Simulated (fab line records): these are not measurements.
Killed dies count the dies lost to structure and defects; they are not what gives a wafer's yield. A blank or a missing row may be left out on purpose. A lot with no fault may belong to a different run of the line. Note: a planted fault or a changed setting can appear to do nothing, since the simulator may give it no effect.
Code-filled problem report in 8D (eight disciplines) form -- flow gf180mcu -- the parts of the form that need people (team, actions taken, sign-off) are left out

## 1. THE ISSUE
Wafers free of any fault read 456.6 ohm/sq (standard deviation 1.1) for MVSD_RS at GF_VT_IMPLANT_RS_MEAS_46, against a mean of 451.0 ohm/sq on 6 wafers of 2 lots. That is -5.1 standard deviations from the usual mean.
The step: measures by four-point-probe.
Seen first at day 10 22:37 on film-metro-03, wafer L215.1. The record holds 42 wafers of 14 lots with a number at this step. The rule behind "out" and "out of limits": a value lying over 4 standard deviations away from the usual mean. The rest of the wafers with a number are treated as sound.

## 2. WHAT IT IS AND WHAT IT IS NOT
question,is,is not
which readings at this step,MVSD_RS,-
which lots,"L215, L220","L203, L205, L206, L207, L208, L211, L212, L214, L217, L224, L225, L226"
which wafers of those lots,all that have a number,-
read on which gauges,film-metro-03,"film-metro-01, film-metro-04"
when,from day 10 22:37,"up to then (24 sound wafers); but 12 sound wafers of L217, L224, L225, L226 came after"

## 3. WHAT RULES OUT EACH SUSPECT
Counting: any tool at a process step up to the reading is kept as a suspect provided that every lot that is out went through it and no sound lot did after the first of them.
- the gauge at GF_VT_IMPLANT_RS_MEAS_46: ruled out. All the wafers that are out were read on film-metro-03, but those of them that GF_MVSD_IMPLANT_09 has rows for are out there too, on other tools.
- implanter-03 at GF_MVSD_IMPLANT_09: kept. It ran every lot that is out, first L215 (day 7 09:46), and no sound lot after that; its last sound lot up to then is L214 (day 7 05:22). On those wafers its own readings are out: dose-ions-cm2, faraday-current-uA.
Remaining after the count: implanter-03 at GF_MVSD_IMPLANT_09.

## 4. THE CAUSE (what the simulator had put in)
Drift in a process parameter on implanter-03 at GF_MVSD_IMPLANT_09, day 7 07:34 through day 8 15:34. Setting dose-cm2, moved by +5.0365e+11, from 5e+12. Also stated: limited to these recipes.
This tool alone remained once counting was done.

## 5. THE EFFECT CHAIN, in route order
Rows list readings where the struck wafers' mean (over those with a number) sits beyond 3 standard deviations from the usual. Only readings whose record carries a usual standard deviation are examined. hours: median over the lots of the time between each lot's start at the first step of this table that gives one and its start at this step. sigmas: the change, counted in usual standard deviations.
hours,step,reading,usual,on struck wafers,change,sigmas
0,GF_MVSD_IMPLANT_09,dose-ions-cm2,5e+12,6e+12,+5e+11,+99 or more
0,GF_MVSD_IMPLANT_09,faraday-current-uA,28.2,31.1,+2.9,+4.9
86,GF_VT_IMPLANT_RS_MEAS_46,MVSD_RS,456.6 ohm/sq,451.0,-5.6,-5.1
The process steps in it:
- GF_MVSD_IMPLANT_09
Later steps that measure or inspect, where all struck wafers having a row at the step show a number for every such reading and not one has moved that far: GF_CONTACT_OVL_MEAS_15.

## 6. WHAT WOULD HAVE CAUGHT IT SOONER
Counted from the fault's start at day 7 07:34, it took 87 hours until the first out-of-limits reading at a measuring or inspecting step in this record, taken at day 10 22:37.
At GF_MVSD_IMPLANT_09, the tool's own readings (dose-ions-cm2, faraday-current-uA) were out on each struck wafer the step has a row for, so an alarm limit on them would have fired on the first such wafer.
Lots out: 2; all had begun GF_MVSD_IMPLANT_09 on implanter-03 by day 10 22:37. Holding the tool at that point would not have protected any of them.
